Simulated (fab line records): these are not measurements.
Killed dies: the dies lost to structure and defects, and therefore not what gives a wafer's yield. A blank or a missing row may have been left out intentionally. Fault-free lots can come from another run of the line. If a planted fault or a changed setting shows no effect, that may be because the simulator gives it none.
One fault through the eyes of 2 desks ; flow sfqLine ; only its own numbers are on each desk; what lay behind them is given at the end

## TOOL OWNER'S DESK, lithoTrack-04
The tool's own readings at SFQ_TRILAYER_JJ_CE_LITHO_PEB_117 (peb time 60 s): means of the sampled wafers that have a number, for each lot that ran on this tool. Any lot whose mean is over 4 standard deviations away from the usual mean is out of limits and marked OUT; that distance is given in the brackets.
Columns: A = heaterPowerTotalW at SFQ_TRILAYER_JJ_CE_LITHO_PEB_117, usual 79.15 W
lot;first seen here;A
L945;day 65 00:58;79.05
L955;day 69 14:19;79.80 (+9.5) OUT
L960;day 71 05:38;79.78 (+9.2) OUT
L961;day 71 08:03;80.56 (+21) OUT
This desk's verdict: out of limits on L955, L960, L961, starting with L955 at day 69 14:19 (heaterPowerTotalW at SFQ_TRILAYER_JJ_CE_LITHO_PEB_117). Within limits: L945.

## FROM THE METROLOGY DESK
What the gauges read, lot by lot, whatever tool the lot ran on: means of the sampled wafers that have a number. Any lot whose mean is over 4 standard deviations away from the usual mean is out of limits and marked OUT; that distance is given in the brackets.
Columns: A = M8_OVL at SFQ_M8_OVL_MEAS_948, usual 2 nm
lot;first seen here;A
L943;day 79 03:54;8
L945;day 79 13:37;3
L946;day 79 19:37;2
L947;day 80 00:26;1
L948;day 80 17:14;8
L949;day 81 05:22;10
L950;day 82 17:14;10
L951;day 83 01:45;4
L955;day 90 14:17;2
L960;day 91 17:45;10
L961;day 91 18:57;-1
L962;day 94 19:43;3
L963;day 95 00:31;2
L965;day 95 08:55;-2
L966;day 95 13:50;5
Finding of this desk: none of the 15 lots has anything out of limits.

## PUT TOGETHER
At day 69 14:19, on L955, L960, L961, the tool owner's desk was in a position to raise an alarm.
The metrology desk saw nothing out of limits.
The metrology desk holds a record of L955, L960, L961, inside its limits.
Every lot named ran SFQ_TRILAYER_JJ_CE_LITHO_PEB_117 on lithoTrack-04.

## WHAT HAD BEEN PUT IN BY THE SIMULATOR
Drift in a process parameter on lithoTrack-04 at SFQ_TRILAYER_JJ_CE_LITHO_PEB_117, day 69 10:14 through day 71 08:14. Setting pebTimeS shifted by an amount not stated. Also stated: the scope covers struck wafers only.
Lots struck among those shown: L955, L960, L961.
Hours from the fault's start to each desk's first reading out of limits: the tool owner's desk, 4.
